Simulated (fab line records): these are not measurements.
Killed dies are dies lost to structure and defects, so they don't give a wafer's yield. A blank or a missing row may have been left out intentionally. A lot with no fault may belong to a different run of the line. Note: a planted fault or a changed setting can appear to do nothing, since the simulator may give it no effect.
fab line records	flow sky130
[record] lots = 6	wafers = 18	last_day = 51
route steps=708 shown LDD_P@263 LDD_HVN@267 LDD_HVP@278 PAD_OPEN@708
lots that met no fault: from a run of the same line without faults
start_h: start of the lot's first displayed wafer, in hours after the record's first day	wait_h: how many hours have passed since the lot's step before this one	" identical to the entry in the row above	L1.1+2: one row covering several wafers at once	- no value present, or no start provided	* or withheld: withheld	< > ~ a bound
route shown NAME@n: NAME is a module with steps in the file, n the number in the route of the first one	usual: mean and standard deviation over wafers with no fault	same: alike in all rows	chamber/n: place in a boat	sites: per-site readings	_std_site: the values' standard deviation	_edge_site: mean of outer sites minus mean of inner sites	radius_mm: for every site, how far away it sits from the centre of the wafer	mask NAME#n: copy n	behind: tool/chamber where the wafer was last shaped	hold: cause of the lot's hold/its duration in hours/its outcome	device: the transistor (n, p or np) that didn't switch	end of line: the route-end tests of the same wafers	a step without rows: its recipe alone	killed: at the first sort, the dies lost to defects and structure; wafer yield is something else	map: dies across one wafer; x = killed, . = not, _ = none there
set.NAME: the run value of the setting; set.NAME@STEP: its run value at that earlier step	model.NAME: the simulator's own value behind a step, which no gauge read
lots seen at some steps along the route; tables by step, rows by wafer
services: the hour from which a tool's chamber was out of use, counted from the record's first day as start_h (under 0 if before that day), plus the number of hours and why
[[steps]]
[step SKY_LDD_P_OVL_MEAS_08]
[usual] LDD_P_OVL = 0.3/1.3
lot.wafer	tool	chamber	start_h	wait_h	LDD_P_OVL[nm]
L105.3	overlay-01	-	455.61	0.1	-1.4
L105.4	"	-	"	"	-2.0
L105.5	"	-	"	"	-0.1
L113.1	overlay-02	-	530.69	0.1	0.5
L113.4	"	-	"	"	-0.4
L113.5	"	-	"	"	0.2
L120.3	overlay-01	-	583.20	0.1	2.7
L120.4	"	-	"	"	1.0
L120.5	"	-	"	"	1.8
L121.1	overlay-02	-	584.35	0.1	0.8
L121.3	"	-	"	"	0.9
L121.6	"	-	"	"	0.4
L122.1	overlay-01	-	596.54	0.1	-1.7
L122.2	"	-	"	"	-1.5
L122.6	"	-	"	"	-1.6
L127.1	overlay-01	-	642.30	0.1	1.2
L127.4	"	-	"	"	2.4
L127.6	"	-	"	"	2.0
[step SKY_LDD_P_IMPLANT_09]
[recipe] species = BF2	energy_kev = 25	dose_cm2 = 1e+13	tilt_deg = withheld
[step SKY_LDD_P_STRIP_10]
[recipe] chemistry = O2/N2	power_w = 1400	pressure_mtorr = 1500	platen_temp_c = withheld	o2_flow_sccm = 3000	n2_flow_sccm = 300	overash_fraction = 0.5
[usual] drypump_motor_current_A = 5.6/0.43	oes_product_au = 0.715/0.0047	strip_time_to_endpoint_s = 14.18/0.037
lot.wafer	tool	chamber	start_h	wait_h	drypump_motor_current_A	oes_product_au	rf_hours_counter_h	strip_time_to_endpoint_s
L105.3	plasma_asher-02	0	455.82	0.1	6.0	0.714	-	14.15
L105.4	"	1	"	"	5.0	0.708	-	14.16
L105.5	"	1	"	"	4.9	0.712	-	14.19
L113.1	plasma_asher-04	0	530.88	0.1	5.7	0.709	80	14.17
L113.4	"	0	"	"	5.7	0.713	-	14.13
L113.5	"	0	"	"	5.7	0.719	-	14.15
L120.3	plasma_asher-01	1	583.41	0.1	6.1	0.715	-	14.21
L120.4	"	0	"	"	5.5	0.715	-	14.21
L120.5	"	1	"	"	6.1	0.715	-	14.18
L121.1	plasma_asher-01	1	584.54	0.1	6.1	0.716	15	14.17
L121.3	"	0	"	"	5.5	0.710	-	14.10
L121.6	"	0	"	"	5.5	0.713	-	14.16
L122.1	plasma_asher-01	0	596.73	0.1	5.5	0.723	16	14.18
L122.2	"	1	"	"	6.1	0.715	16	14.18
L122.6	"	0	"	"	5.5	0.716	-	14.11
L127.1	plasma_asher-01	0	642.49	0.1	5.5	0.718	21	14.20
L127.4	"	1	"	"	6.1	0.724	-	14.13
L127.6	"	0	"	"	5.5	0.719	-	14.17
[step SKY_LDD_P_TW_MEAS_11]
[usual] LDD_P_TW = 637.9/2.9
lot.wafer	tool	chamber	start_h	wait_h	LDD_P_TW
L105.3	film_metro-01	-	455.91	0.1	639.7
L105.4	"	-	"	"	637.9
L105.5	"	-	"	"	638.3
L113.1	film_metro-02	-	530.98	0.1	636.5
L113.4	"	-	"	"	640.5
L113.5	"	-	"	"	637.5
L120.3	film_metro-01	-	583.50	0.1	640.4
L120.4	"	-	"	"	643.4
L120.5	"	-	"	"	647.5
L121.1	film_metro-02	-	584.64	0.1	638.4
L121.3	"	-	"	"	639.8
L121.6	"	-	"	"	636.3
L122.1	film_metro-02	-	596.83	0.1	635.9
L122.2	"	-	"	"	634.8
L122.6	"	-	"	"	638.3
L127.1	film_metro-02	-	642.59	0.1	636.8
L127.4	"	-	"	"	635.8
L127.6	"	-	"	"	635.2
[step SKY_LDD_HVN_DEHYDRATE_00]
[recipe] temp_c = 200	time_s = 60
[step SKY_LDD_HVN_HMDS_01]
[recipe] prime_time_s = 60	prime_temp_c = 120
[step SKY_LDD_HVN_COAT_02]
[recipe] resist = NOVOLAK	spin_rpm = 3000	resist_thk_nm = 300
[step SKY_LDD_HVN_SOFTBAKE_03]
[recipe] temp_c = 90	time_s = 60	resist = NOVOLAK
[step SKY_LDD_HVN_EXPOSE_04]
[recipe] mask_id = HVNTM	na = 0.6	source_shape = conventional	sigma_outer = 0.6	polarization = unpolarized	target_cd_nm = 700	dose_mj = 127
[step SKY_LDD_HVN_PEB_05]
[recipe] temp_c = withheld	time_s = *	resist = NOVOLAK
[step SKY_LDD_HVN_DEVELOP_06]
[recipe] resist = NOVOLAK	developer = TMAH	develop_time_s = 60	dev_temp_c = 23
[step SKY_LDD_HVN_OVL_MEAS_07]
[usual] LDD_HVN_OVL = 0.7/1.6
lot.wafer	tool	chamber	start_h	wait_h	LDD_HVN_OVL[nm]
L105.3	overlay-01	-	486.62	0.1	-0.2
L105.4	"	-	"	"	1.5
L105.5	"	-	"	"	2.1
L113.1	overlay-02	-	561.16	0.1	-1.3
L113.4	"	-	"	"	2.2
L113.5	"	-	"	"	2.4
L120.3	overlay-02	-	612.18	0.1	-0.7
L120.4	"	-	"	"	0.3
L120.5	"	-	"	"	0.2
L121.1	overlay-02	-	613.07	0.1	0.0
L121.3	"	-	"	"	3.3
L121.6	"	-	"	"	1.8
L122.1	overlay-02	-	625.31	0.1	1.0
L122.2	"	-	"	"	-0.1
L122.6	"	-	"	"	2.4
L127.1	overlay-02	-	672.06	0.1	-0.6
L127.4	"	-	"	"	-0.7
L127.6	"	-	"	"	-1.5
[step SKY_LDD_HVN_IMPLANT_08]
[recipe] species = P	energy_kev = 60	dose_cm2 = 3e+13	tilt_deg = 40
[usual] beam_energy_keV = 60.002/0.018	end_station_pressure_torr = 5.16e-06/2.9e-07
lot.wafer	tool	chamber	start_h	wait_h	beam_energy_keV	end_station_pressure_torr	model.implant.rp_nm	model.implant.drp_nm
L105.3	implanter-04	0	486.69	0.1	60.018	4.91e-06	54.63	28.15
L105.4	"	0	"	"	59.994	5.75e-06	54.63	28.15
L105.5	"	0	"	"	59.985	5.05e-06	54.63	28.15
L113.1	implanter-01	0	561.19	0.0	60.016	4.97e-06	57.62	28.15
L113.4	"	0	"	"	60.013	5.23e-06	57.62	28.15
L113.5	"	0	"	"	59.992	5.51e-06	57.62	28.15
L120.3	implanter-04	0	612.26	0.1	77.734	5.03e-06	73.89	35.18
L120.4	"	0	"	"	77.742	5.74e-06	73.89	35.18
L120.5	"	0	"	"	77.775	5.25e-06	73.89	35.18
L121.1	implanter-04	0	613.11	0.0	77.729	5.38e-06	73.88	35.18
L121.3	"	0	"	"	77.758	5.04e-06	73.88	35.18
L121.6	"	0	"	"	77.733	5.29e-06	73.88	35.18
L122.1	implanter-01	0	625.34	0.0	59.952	5e-06	55.48	28.15
L122.2	"	0	"	"	59.962	5.03e-06	55.48	28.15
L122.6	"	0	"	"	59.976	5.35e-06	55.48	28.15
L127.1	implanter-02	0	672.09	0.0	60.020	5.42e-06	56.84	28.15
L127.4	"	0	"	"	60.038	4.93e-06	56.84	28.15
L127.6	"	0	"	"	60.033	5.19e-06	56.84	28.15
[step SKY_LDD_HVN_STRIP_09]
[recipe] chemistry = O2/N2	power_w = 1400	pressure_mtorr = 1500	platen_temp_c = withheld	o2_flow_sccm = 3000	n2_flow_sccm = 300	overash_fraction = 0.5
[usual] drypump_motor_current_A = 5.66/0.28	oes_product_au = 0.409/0.0049	strip_time_to_endpoint_s = 4.135/0.016
lot.wafer	tool	chamber	start_h	wait_h	drypump_motor_current_A	oes_product_au	rf_hours_counter_h	strip_time_to_endpoint_s
L105.3	plasma_asher-03	0	486.83	0.1	5.46	0.408	-	4.143
L105.4	"	1	"	"	5.93	0.408	-	4.142
L105.5	"	0	"	"	5.47	0.418	-	4.148
L113.1	plasma_asher-01	0	561.34	0.1	5.51	0.408	13	4.131
L113.4	"	1	"	"	6.10	0.405	-	4.132
L113.5	"	0	"	"	5.51	0.413	-	4.135
L120.3	plasma_asher-04	0	612.39	0.1	5.60	0.417	-	4.127
L120.4	"	1	"	"	5.34	0.403	-	4.115
L120.5	"	0	"	"	5.64	0.406	-	4.105
L121.1	plasma_asher-03	1	613.26	0.1	5.95	0.403	82	4.120
L121.3	"	1	"	"	5.95	0.410	-	4.136
L121.6	"	0	"	"	5.46	0.412	-	4.131
L122.1	plasma_asher-03	1	625.49	0.1	5.95	0.411	84	4.108
L122.2	"	0	"	"	5.44	0.409	84	4.107
L122.6	"	0	"	"	5.45	0.412	-	4.101
L127.1	plasma_asher-01	0	672.24	0.1	5.50	0.412	24	4.146
L127.4	"	0	"	"	5.49	0.416	-	4.135
L127.6	"	0	"	"	5.49	0.409	-	4.170
[step SKY_LDD_HVN_TW_MEAS_10]
[usual] LDD_HVN_TW = 1448/8.9
lot.wafer	tool	chamber	start_h	wait_h	LDD_HVN_TW
L105.3	film_metro-03	-	486.91	0.1	1460
L105.4	"	-	"	"	1462
L105.5	"	-	"	"	1465
L113.1	film_metro-02	-	561.44	0.1	1447
L113.4	"	-	"	"	1440
L113.5	"	-	"	"	1450
L120.3	film_metro-03	-	612.48	0.1	1544
L120.4	"	-	"	"	1543
L120.5	"	-	"	"	1549
L121.1	film_metro-01	-	613.36	0.1	1539
L121.3	"	-	"	"	1550
L121.6	"	-	"	"	1546
L122.1	film_metro-01	-	625.59	0.1	1458
L122.2	"	-	"	"	1443
L122.6	"	-	"	"	1450
L127.1	film_metro-02	-	672.34	0.1	1442
L127.4	"	-	"	"	1441
L127.6	"	-	"	"	1439
[step SKY_LDD_HVP_DEHYDRATE_00]
[recipe] temp_c = 200	time_s = 60
[step SKY_PAD_OPEN_PROBE_99]
[usual] killed_at_M0_to_M3 = 44/6.9	killed_at_M4_up = 3.1/1.7	killed_at_contacts = 25/5.6	killed_at_front_end = 14/4.3	killed_at_other = 0.3/0.51	killed_dies = 86/9.8	killed_on_rim = 17/3.8	killed_open = 47/6.5	killed_short = 39/6.6
[same] gross_dies = 492	killed_at_back_side = 0
lot.wafer	tool	chamber	start_h	wait_h	killed_at_M0_to_M3	killed_at_M4_up	killed_at_contacts	killed_at_front_end	killed_at_other	killed_dies	killed_on_rim	killed_open	killed_short	model.etest.tip_n_5v.rs_ohm_sq	model.etest.nfet_g5v0d10v5.r_on_ohm_um	model.etest.nfet_g5v0d10v5.drive_ua_um	model.etest.nfet_05v0_nvt.drive_ua_um	model.etest.ring_5v.delay_ps	model.etest.nfet_g5v0d10v5.vt_sat_v	model.etest.nfet_g5v0d10v5.vt_v	model.etest.nfet_05v0_nvt.vt_sat_v
L105.3	prober-01	-	1102.97	0.2	44	9	32	18	0	103	16	56	47	1413	1944	583.7	556.8	45.51	0.7769	0.8352	0.2964
L105.4	prober-01	-	1103.02	0.2	51	3	27	11	0	92	16	46	46	1411	1940	587.8	558	45.16	0.7661	0.8225	0.294
L105.5	prober-01	-	1103.07	0.2	41	2	33	14	0	90	16	46	44	1415	1924	593.2	566.4	45	0.7773	0.8326	0.2946
L113.1	prober-01	-	1147.64	0.1	44	3	21	10	0	78	11	39	39	1356	1864	616.9	583.7	44.71	0.7566	0.8169	0.2834
L113.4	prober-01	-	1147.79	0.2	43	2	19	12	0	76	16	46	30	1356	1871	610.5	579.3	44.63	0.7624	0.8219	0.2824
L113.5	prober-01	-	1147.84	0.2	44	0	28	14	1	87	12	50	37	1375	1873	609.4	580.3	44.59	0.7436	0.8023	0.2776
L120.3	prober-02	-	1181.87	0.2	43	2	34	13	0	92	18	52	40	1247	1815	634.9	594.2	43.9	0.6965	0.7734	0.2658
L120.4	prober-02	-	1181.92	0.2	45	6	22	16	0	89	20	45	44	1246	1802	631.7	591.9	43.8	0.7129	0.7907	0.2746
L120.5	prober-02	-	1181.97	0.2	47	6	16	13	0	82	15	42	40	1248	1838	624.4	586.8	44.25	0.7069	0.7817	0.268
L121.1	prober-01	-	1183.43	0.1	44	3	33	17	0	97	24	54	43	1256	1816	628.2	590.9	44.22	0.711	0.7889	0.2827
L121.3	prober-01	-	1183.53	0.2	49	4	21	17	0	91	17	49	42	1245	1814	627.3	592.6	44.14	0.7057	0.7845	0.2754
L121.6	prober-01	-	1183.68	0.2	37	3	28	10	0	78	12	47	31	1250	1819	636.9	593.4	43.94	0.7005	0.7746	0.2762
L122.1	prober-02	-	1211.50	0.1	31	5	31	10	0	77	16	48	29	1396	1869	609.9	577.8	43.91	0.766	0.8251	0.2945
L122.2	prober-02	-	1211.55	0.1	47	4	22	9	0	82	6	48	34	1392	1876	607.4	576.4	44.67	0.7558	0.8125	0.2873
L122.6	prober-02	-	1211.75	0.2	30	5	22	9	2	68	11	32	36	1389	1860	612.8	578.1	44.52	0.7615	0.8175	0.2984
L127.1	prober-02	-	1214.53	0.1	51	3	31	20	0	105	20	56	49	1371	1884	597.4	571.9	44.97	0.769	0.8295	0.2945
L127.4	prober-02	-	1214.68	0.2	47	4	47	15	0	113	26	64	49	1366	1880	601.3	573.9	44.3	0.7738	0.8361	0.2879
L127.6	prober-02	-	1214.78	0.2	45	1	26	12	1	85	17	46	39	1362	1889	602.6	576.7	44.5	0.7652	0.8243	0.2833
// killed by level:class
L105.3 CONTACT:geometric_particle:open=12 VIA1:geometric_particle:open=12 VIA3:geometric_particle:open=10 FIELD_ISO:geometric_particle:short=7 LI_CONTACT:geometric_particle:open=7 CONTACT:geometric_particle:short=7 POLY_GATE:geometric_particle:short=6 METAL4:geometric_particle:short=6
L105.4 CONTACT:geometric_particle:open=11 VIA1:geometric_particle:open=10 VIA2:geometric_particle:open=8 METAL2:geometric_particle:short=7 FIELD_ISO:geometric_particle:short=6 VIA2:geometric_particle:short=5 VIA3:geometric_particle:open=5 LI_CONTACT:geometric_particle:short=4
L105.5 CONTACT:geometric_particle:open=15 METAL1:geometric_particle:short=9 VIA1:geometric_particle:open=8 CONTACT:geometric_particle:short=6 VIA1:geometric_particle:short=6 FIELD_ISO:geometric_particle:open=5 LOCAL_INTERCONNECT:geometric_particle:short=5 VIA2:geometric_particle:open=5
L113.1 VIA1:geometric_particle:open=13 METAL1:geometric_particle:short=7 LOCAL_INTERCONNECT:geometric_particle:short=5 CONTACT:geometric_particle:open=5 CONTACT:geometric_particle:short=5 VIA2:geometric_particle:open=5 METAL3:geometric_particle:short=4 VIA3:geometric_particle:open=4
L113.4 VIA3:geometric_particle:open=10 VIA1:geometric_particle:open=9 LI_CONTACT:geometric_particle:open=8 METAL2:geometric_particle:short=6 CONTACT:geometric_particle:open=5 VIA1:geometric_particle:short=4 METAL1:geometric_particle:short=3 METAL2:geometric_particle:open=3
L113.5 CONTACT:geometric_particle:open=13 VIA1:geometric_particle:short=9 VIA1:geometric_particle:open=9 LI_CONTACT:geometric_particle:open=7 VIA3:geometric_particle:open=6 POLY_GATE:geometric_particle:short=5 POLY_GATE:geometric_particle:open=5 VIA2:geometric_particle:open=4
L120.3 CONTACT:geometric_particle:open=14 VIA1:geometric_particle:open=10 VIA2:geometric_particle:open=9 LI_CONTACT:geometric_particle:short=6 LOCAL_INTERCONNECT:geometric_particle:short=5 METAL2:geometric_particle:short=5 VIA3:geometric_particle:open=4 CONTACT:geometric_particle:short=4
L120.4 VIA1:geometric_particle:open=10 FIELD_ISO:geometric_particle:open=7 VIA1:geometric_particle:short=7 CONTACT:geometric_particle:open=6 POLY_GATE:geometric_particle:short=5 LI_CONTACT:geometric_particle:open=5 METAL1:geometric_particle:short=5 VIA2:geometric_particle:short=5
L120.5 VIA1:geometric_particle:open=10 VIA2:geometric_particle:open=6 VIA3:geometric_particle:open=6 METAL4:geometric_particle:short=6 CONTACT:geometric_particle:short=5 METAL1:geometric_particle:short=5 METAL2:geometric_particle:short=5 METAL3:geometric_particle:short=5
L121.1 CONTACT:geometric_particle:open=11 LI_CONTACT:geometric_particle:open=9 VIA3:geometric_particle:open=9 VIA2:geometric_particle:open=8 METAL2:geometric_particle:short=7 LOCAL_INTERCONNECT:geometric_particle:short=6 POLY_GATE:geometric_particle:open=5 VIA1:geometric_particle:open=5
L121.3 VIA1:geometric_particle:open=12 LI_CONTACT:geometric_particle:open=7 VIA1:geometric_particle:short=7 VIA2:geometric_particle:open=7 CONTACT:geometric_particle:open=6 VIA3:geometric_particle:open=6 POLY_GATE:geometric_particle:open=5 CONTACT:geometric_particle:short=5
L121.6 CONTACT:geometric_particle:open=10 LI_CONTACT:geometric_particle:open=9 METAL2:geometric_particle:short=9 VIA2:geometric_particle:open=6 VIA3:geometric_particle:open=6 FIELD_ISO:geometric_particle:open=5 VIA1:geometric_particle:open=4 FIELD_ISO:geometric_particle:short=3
L122.1 CONTACT:geometric_particle:open=13 LI_CONTACT:geometric_particle:open=8 VIA1:geometric_particle:open=8 VIA3:geometric_particle:open=7 METAL4:geometric_particle:short=5 LOCAL_INTERCONNECT:geometric_particle:short=4 FIELD_ISO:geometric_particle:short=3 FIELD_ISO:geometric_particle:open=3
L122.2 VIA2:geometric_particle:open=12 CONTACT:geometric_particle:open=12 VIA3:geometric_particle:open=6 POLY_GATE:geometric_particle:open=4 LOCAL_INTERCONNECT:geometric_particle:short=4 VIA1:geometric_particle:short=4 VIA1:geometric_particle:open=4 METAL2:geometric_particle:short=4
L122.6 LI_CONTACT:geometric_particle:open=8 FIELD_ISO:geometric_particle:short=6 METAL1:geometric_particle:short=6 CONTACT:geometric_particle:open=5 CONTACT:geometric_particle:short=4 VIA1:geometric_particle:open=4 VIA3:geometric_particle:open=4 METAL4:geometric_particle:short=4
L127.1 VIA3:geometric_particle:open=15 CONTACT:geometric_particle:open=9 METAL1:geometric_particle:short=8 LI_CONTACT:geometric_particle:open=8 FIELD_ISO:geometric_particle:short=7 CONTACT:geometric_particle:short=7 VIA1:geometric_particle:open=7 METAL2:geometric_particle:short=5
L127.4 VIA1:geometric_particle:open=15 CONTACT:geometric_particle:open=14 LOCAL_INTERCONNECT:geometric_particle:short=11 LI_CONTACT:geometric_particle:open=10 FIELD_ISO:geometric_particle:open=8 VIA3:geometric_particle:open=8 CONTACT:geometric_particle:short=6 LI_CONTACT:geometric_particle:short=5
L127.6 METAL1:geometric_particle:short=12 LI_CONTACT:geometric_particle:open=11 VIA1:geometric_particle:open=10 CONTACT:geometric_particle:open=8 VIA3:geometric_particle:open=8 FIELD_ISO:geometric_particle:short=7 CONTACT:geometric_particle:short=5 FIELD_ISO:geometric_particle:open=4
[[services]]
tool	chamber	start_h	hours	kind
plasma_asher-02	-	433.39	2.1	repair
implanter-04	-	435.33	5.9	repair
plasma_asher-02	-	436.63	2.0	repair
implanter-01	-	464.00	5.0	repair
plasma_asher-04	-	485.10	2.8	pm
plasma_asher-01	-	502.42	0.4	repair
plasma_asher-01	-	502.81	2.8	pm
plasma_asher-03	-	524.78	6.5	repair
implanter-01	-	557.15	2.9	repair
plasma_asher-02	-	557.36	2.8	pm
plasma_asher-04	-	563.32	2.1	repair
implanter-04	-	566.10	7.1	pm
implanter-04	-	599.20	9.2	pm
implanter-04	-	608.38	1.2	repair
implanter-01	-	610.55	8.4	pm
plasma_asher-02	-	619.89	4.2	repair
implanter-04	-	638.76	2.2	repair
implanter-01	-	642.37	8.2	pm
implanter-04	-	651.07	0.8	repair
implanter-01	-	664.07	2.5	repair
[[key]]
[first_sign] step = SKY_LDD_HVN_IMPLANT_08	reading = beam_energy_keV	direction = up	sigmas = 99+	usual = *	struck = *
[effect] step = SKY_LDD_HVN_TW_MEAS_10	reading = LDD_HVN_TW	direction = up	sigmas = 11	usual = 1448	struck = 1545
[model_effect] step = SKY_LDD_HVN_IMPLANT_08	value = implant.rp_nm	without = 56.63	struck = 73.89
[model_effect] step = SKY_PAD_OPEN_PROBE_99	value = etest.tip_n_5v.rs_ohm_sq	without = 1388	struck = 1249
met_at SKY_LDD_HVN_IMPLANT_08
struck_wafers L120.3,L120.4,L120.5,L121.1,L121.3,L121.6
tester_left_out L120,L121
onset_between 486.69 612.26
[fault] kind = process_parameter_drift	tool = implanter-04	chamber = -	onset_h = 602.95	steps = SKY_LDD_HVN_IMPLANT_08	channel = energy_kev	offset = *	shape = step	end_h = 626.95	acts_in = *	stated = *
// tester_left_out: of these lots the tester's yield and bins aren't shown, on N5 and GAA mostly nor the transistor test; their killed dies are dies lost to structure and defects alone, not to doping, threshold or leakage, so they don't give the yield
